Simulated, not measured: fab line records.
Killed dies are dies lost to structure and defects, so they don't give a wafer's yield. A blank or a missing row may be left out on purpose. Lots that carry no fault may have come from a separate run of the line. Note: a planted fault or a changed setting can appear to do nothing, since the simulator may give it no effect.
Which of the tools did it? ; flow sky130 ; 11 lots with 33 wafers sampled at 2 steps, on a route of 708 steps

== WHAT THE GAUGES SHOWED, per wafer ==
SKY_LI_CONTACT_THK_MEAS_01.
lot;measured;on;LI_CONTACT_HDPCVD_THK (nm)
L658;day 28 22:16;filmMetro-02;929 922 935
L659;day 29 07:49;filmMetro-01;920 927 929
L660;day 29 11:46;filmMetro-02;942 933 937
L662;day 30 14:13;filmMetro-04;909 924 915
L664;day 31 02:46;filmMetro-02;914 932 921
L667;day 31 20:10;filmMetro-04;937 1141 916
L669;day 32 14:52;filmMetro-02;928 1149 929
L676;day 34 14:31;filmMetro-02;937 934 935
L677;day 35 02:04;filmMetro-02;930 918 923
L678;day 35 06:59;filmMetro-01;929 930 924
L679;day 35 13:16;filmMetro-02;936 940 949

== TOOL THAT RAN EACH LOT (tool first, then ch and the chambers of the sampled wafers, then the start) ==
lot;SKY_LI_CONTACT_HDPCVD_00
L658;hdpcvd-02 ch 0,1,2, day 28 22:10
L659;hdpcvd-01 ch 0,1,2, day 29 07:43
L660;hdpcvd-01 ch 1,2, day 29 11:40
L662;hdpcvd-01 ch 0,1, day 30 14:07
L664;hdpcvd-02 ch 0,2, day 31 02:40
L667;hdpcvd-02 ch 0,1,2, day 31 20:04
L669;hdpcvd-02 ch 0,2, day 32 14:46
L676;hdpcvd-01 ch 1,2, day 34 14:25
L677;hdpcvd-01 ch 0,2, day 35 01:58
L678;hdpcvd-01 ch 0,1, day 35 06:52
L679;hdpcvd-02 ch 0,1, day 35 13:07
- SKY_LI_CONTACT_HDPCVD_00: deposits PSG, target thk 930 nm, time 155 s.

== THE ANSWER, worked out from the rows above alone ==
Rule: the usual values come from the lots themselves. The widest of any qualifying gaps counts: lots, ordered by their means at a reading, are off when they make up no more than a third of the lots, leave a main group of 4 or more, and stand apart from it by 3 or more times the standard deviation of that group's means. The tables above print the reading to a certain number of digits; a main group whose means all agree to those digits is not used. A lot without any number at a reading at which 4 lots or more have one is off too. Any other lot the step has rows for is counted as sound.
Off: L667, L669, seen at SKY_LI_CONTACT_THK_MEAS_01 (LI_CONTACT_HDPCVD_THK). The main group: mean 929 nm, standard deviation 7.6.
A tool fits if, at a process step before that reading, it ran every lot that is off, and no sound lot after the first of them. Gauges at SKY_LI_CONTACT_THK_MEAS_01: tried the same way as those tools. No candidate that was tried fits.

== WHAT THE SIMULATOR HAD PUT IN ==
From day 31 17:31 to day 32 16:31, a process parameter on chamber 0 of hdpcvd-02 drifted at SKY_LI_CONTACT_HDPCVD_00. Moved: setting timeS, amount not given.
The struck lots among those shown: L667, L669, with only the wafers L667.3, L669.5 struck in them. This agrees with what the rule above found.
